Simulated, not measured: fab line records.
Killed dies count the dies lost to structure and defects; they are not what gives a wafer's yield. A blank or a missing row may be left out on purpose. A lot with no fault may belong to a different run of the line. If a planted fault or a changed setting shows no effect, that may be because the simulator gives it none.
8D (eight disciplines) problem report, filled in by code    flow sky130    the parts of the form that need people (team, actions taken, sign-off) are left out

== 1. WHAT WENT WRONG ==
VIA3_HDPCVD_THK at SKY_VIA3_THK_MEAS_01 reads a mean of 1801 nm on 3 wafers of 2 lots; wafers without a fault read 1629 nm with a standard deviation of 17. That is +10 standard deviations from the usual mean.
First seen on wafer L681.5, day 42 19:47, on film metro-03. The record has a number at this step for 36 wafers belonging to 12 lots. Rule for "out", or "out of limits": more than 4 standard deviations from the usual mean. All remaining wafers that have a number are taken as sound.

== 2. WHAT IT IS, WHAT IT ISN'T ==
question                     is                            is not
which readings at this step  VIA3_HDPCVD_THK               -
which lots                   L681, L683                    L668, L670, L671, L672, L673, L674, L675, L676, L679, L680
which wafers of those lots   L681.5, L683.2, L683.4        L681.2, L681.6, L683.3
read on which gauges         film metro-01, film metro-03  film metro-04
when                         from day 42 19:47             up to then (32 sound wafers); but 1 sound wafer of L683 came after

== 3. THE SUSPECTS, EACH WITH WHAT RULES IT OUT ==
Counting: if a tool at a process step up to the reading ran every lot that is out, it stays a suspect. Sound lots after the first of them don't rule it out here, since some wafers of a struck lot are sound.
- the gauge at SKY_VIA3_THK_MEAS_01 is ruled out. 2 gauges (film metro-01, film metro-03) read the wafers that are out.
- hdpcvd-02 at SKY_VIA3_HDPCVD_00 (deposits SiO2, target thk 1635 nm, time 272.5 s): kept. It processed each lot that is out (first: L681, day 42 19:37); up to then, its last sound lot is L679 (day 41 21:23). On those wafers its own readings are out: run length s.
- At SKY_VIA3_HDPCVD_00, inside hdpcvd-02: chamber 2 took the wafers that are out, while their sound lot-mates went through chambers 0, 1.
Left after counting: hdpcvd-02 at SKY_VIA3_HDPCVD_00.

== 4. THE CAUSE (what the simulator had put in) ==
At SKY_VIA3_HDPCVD_00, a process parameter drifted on hdpcvd-02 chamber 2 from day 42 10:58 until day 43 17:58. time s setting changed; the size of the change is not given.
Only this tool survived the counting.

== 5. SEQUENCE OF EFFECTS, ordered by route ==
One row per reading whose mean, taken over the struck wafers that have a number, lies over 3 standard deviations from the usual. Only readings whose record carries a usual standard deviation are examined. hours: median over the lots of the time between each lot's start at the first step of this table that gives one and its start at this step. sigmas: the change, counted in usual standard deviations.
hours  step                  reading          usual    on struck wafers  change  sigmas
0      SKY_VIA3_HDPCVD_00    run length s     300.3 s  327.2             +26.9   +54
0      SKY_VIA3_THK_MEAS_01  VIA3_HDPCVD_THK  1629 nm  1801              +172    +10
It contains these process steps:
- SKY_VIA3_HDPCVD_00: deposits SiO2, target thk 1635 nm, time 272.5 s.
At these later measuring or inspecting steps, every struck wafer for which the step has a row has a number for every such reading, and none has moved that far: SKY_CAP2M_THK_MEAS_04.

== 6. HOW IT WOULD HAVE BEEN CAUGHT EARLIER ==
In this record the first reading out of limits at a measuring or inspecting step was taken at day 42 19:47, 9 hours after the fault began at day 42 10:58.
The tool's own readings at SKY_VIA3_HDPCVD_00 were out on every struck wafer that the step has a row for (run length s): an alarm limit on them would have fired on the first of those.
L683, from the lots that are out (2), started SKY_VIA3_HDPCVD_00 on hdpcvd-02 later than day 42 19:47. Putting the tool on hold at that point would have spared it.
